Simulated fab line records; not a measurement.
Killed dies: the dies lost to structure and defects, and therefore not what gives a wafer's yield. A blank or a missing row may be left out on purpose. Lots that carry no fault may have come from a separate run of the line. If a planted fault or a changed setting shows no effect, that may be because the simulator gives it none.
Which tool did it? || flow sky130 || 11 lots, 33 wafers sampled, at 1 step of a route of 708

## WHAT THE GAUGES SHOWED, per wafer
SKY_SONOS_ONO_THK_MEAS_03. Usual: SONOS_ONO_CVD_02_THK gives 10.54 nm (standard deviation 0.15).
{"lot": "L256", "measured": "day 11 20:52", "on": "film_metro-02", "SONOS_ONO_CVD_02_THK (nm)": "10.54 10.63 10.40", "flag": ""}
{"lot": "L257", "measured": "day 12 02:51", "on": "film_metro-02", "SONOS_ONO_CVD_02_THK (nm)": "10.49 10.52 10.46", "flag": ""}
{"lot": "L260", "measured": "day 13 03:53", "on": "film_metro-02", "SONOS_ONO_CVD_02_THK (nm)": "10.30 10.41 10.52", "flag": ""}
{"lot": "L262", "measured": "day 13 22:01", "on": "film_metro-01", "SONOS_ONO_CVD_02_THK (nm)": "10.57 10.61 10.59", "flag": ""}
{"lot": "L264", "measured": "day 14 15:11", "on": "film_metro-01", "SONOS_ONO_CVD_02_THK (nm)": "10.50 10.41 10.35", "flag": ""}
{"lot": "L268", "measured": "day 16 03:20", "on": "film_metro-01", "SONOS_ONO_CVD_02_THK (nm)": "10.39 10.33 10.25", "flag": ""}
{"lot": "L270", "measured": "day 16 14:59", "on": "film_metro-02", "SONOS_ONO_CVD_02_THK (nm)": "10.59 10.53 10.59", "flag": ""}
{"lot": "L275", "measured": "day 18 04:17", "on": "film_metro-04", "SONOS_ONO_CVD_02_THK (nm)": "10.64 10.78 10.74", "flag": ""}
{"lot": "L276", "measured": "day 18 11:32", "on": "film_metro-01", "SONOS_ONO_CVD_02_THK (nm)": "10.71 10.66 10.55", "flag": ""}
{"lot": "L277", "measured": "day 18 18:40", "on": "film_metro-04", "SONOS_ONO_CVD_02_THK (nm)": "10.50 10.50 10.59", "flag": ""}
{"lot": "L278", "measured": "day 19 00:23", "on": "film_metro-01", "SONOS_ONO_CVD_02_THK (nm)": "10.60 10.49 10.56", "flag": ""}

## TOOL THAT RAN EACH LOT (tool first, then ch and the chambers of the sampled wafers, then the start)
Before these readings, the record contains no process step.

## WHAT THE TOOLS THEMSELVES READ (means of the sampled wafers that have a number; where no wafer has one, the mark that the record gives instead)
The record holds no such reading with a usual standard deviation.

## THE ANSWER, worked out from the rows above alone
Rule: take the mean of a lot's wafers that have a number; if it is more than 3 standard deviations from the usual mean, the lot is off. Also off: a lot with no number at a reading for which 4 or more lots have one. The other lots that the step has rows for count as sound. The gauges are gone through in route order, then the tools' own readings, and for those a lot's mean is taken as printed above. At the first step where some lot is off, the reading lying furthest off is the one used; lots without a number count as furthest.
None of the lots is off at any reading shown; this tells nothing.

## WHAT WAS PUT IN BY THE SIMULATOR
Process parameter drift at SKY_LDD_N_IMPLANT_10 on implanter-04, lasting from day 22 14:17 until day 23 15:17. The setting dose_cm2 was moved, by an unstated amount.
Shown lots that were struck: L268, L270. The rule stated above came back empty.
